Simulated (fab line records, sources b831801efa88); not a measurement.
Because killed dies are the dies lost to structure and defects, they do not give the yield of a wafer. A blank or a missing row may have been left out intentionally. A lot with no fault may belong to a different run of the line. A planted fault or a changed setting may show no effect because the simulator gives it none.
Matching of chambers :: flow sfq_line :: SFQ_TRILAYER_I0_VIA_ETCH_VIA_ETCH_034 on rie_diel-02 has 4 sister chambers
The step etches SiO2 in CHF3, stops on Nb, target depth 260 nm. 14 wafers are shown with their chamber, then 7 later ones without.

WAFERS, EACH WITH ITS CHAMBER
wafer: L709.1
chamber: 1
drypump_motor_current_A (A): 5.2
oes_product_au (a.u.): 0.860

wafer: L709.4
chamber: 3
drypump_motor_current_A (A): 5.7
oes_product_au (a.u.): 0.861

wafer: L709.5
chamber: 0
drypump_motor_current_A (A): 5.8
oes_product_au (a.u.): 0.859

wafer: L710.1
chamber: 3
drypump_motor_current_A (A): 5.7
oes_product_au (a.u.): 0.869

wafer: L710.3
chamber: 1
drypump_motor_current_A (A): 5.2
oes_product_au (a.u.): 0.852

wafer: L710.5
chamber: 0
drypump_motor_current_A (A): 5.9
oes_product_au (a.u.): 0.859

wafer: L718.3
chamber: 0
drypump_motor_current_A (A): 5.8
oes_product_au (a.u.): 0.862

wafer: L718.4
chamber: 0
drypump_motor_current_A (A): 5.9
oes_product_au (a.u.): 0.867

wafer: L718.6
chamber: 2
drypump_motor_current_A (A): 5.3
oes_product_au (a.u.): 0.850

wafer: L726.1
chamber: 3
drypump_motor_current_A (A): 5.7
oes_product_au (a.u.): 0.856

wafer: L726.2
chamber: 0
drypump_motor_current_A (A): 5.9
oes_product_au (a.u.): 0.858

wafer: L726.4
chamber: 2
drypump_motor_current_A (A): 5.4
oes_product_au (a.u.): 0.854

wafer: L727.2
chamber: 1
drypump_motor_current_A (A): 5.2
oes_product_au (a.u.): 0.854

wafer: L727.3
chamber: 0
drypump_motor_current_A (A): 5.9
oes_product_au (a.u.): 0.857

SIGNATURES, as means of the wafers listed above
reading: drypump_motor_current_A
chamber 0: 5.867
chamber 1: 5.200
chamber 2: 5.350
chamber 3: 5.700
scatter within a chamber: 0.0428

reading: oes_product_au
chamber 0: 0.86033
chamber 1: 0.85533
chamber 2: 0.85200
chamber 3: 0.86200
scatter within a chamber: 0.00443
Rule: for a wafer and a chamber, the distance is found by dividing, reading by reading, the gap between the wafer's reading and the chamber's mean by the reading's scatter, squaring, summing and taking the root. The wafer belongs to the nearest chamber; if the next one is less than 2 further off, it can't be placed. How the scatter is found: for the shown wafers, subtract from each reading the mean of its chamber, square and add these, divide the total by (wafers less chambers), then take the root.

WAFERS WHOSE CHAMBER IS MISSING
wafer: L727.6
drypump_motor_current_A (A): 5.8
oes_product_au (a.u.): 0.860

wafer: L728.3
drypump_motor_current_A (A): 5.9
oes_product_au (a.u.): 0.858

wafer: L728.5
drypump_motor_current_A (A): 5.7
oes_product_au (a.u.): 0.857

wafer: L728.6
drypump_motor_current_A (A): 5.3
oes_product_au (a.u.): 0.851

wafer: L729.1
drypump_motor_current_A (A): 5.7
oes_product_au (a.u.): 0.866

wafer: L729.2
drypump_motor_current_A (A): 5.8
oes_product_au (a.u.): 0.861

wafer: L729.5
drypump_motor_current_A (A): 5.3
oes_product_au (a.u.): 0.859

THE CHAMBER EACH PASSED THROUGH
wafer: L727.6
from the rows above: can't be placed: 0 or 3
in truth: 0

wafer: L728.3
from the rows above: 0
in truth: 0

wafer: L728.5
from the rows above: 3
in truth: 3

wafer: L728.6
from the rows above: can't be placed: 2 or 1
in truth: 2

wafer: L729.1
from the rows above: 3
in truth: 3

wafer: L729.2
from the rows above: can't be placed: 0 or 3
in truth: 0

wafer: L729.5
from the rows above: can't be placed: 2 or 1
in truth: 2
3 of 7 placed correctly. These rows do not allow placing 4 (true chamber among the candidates in 4). 0 placed wrongly.
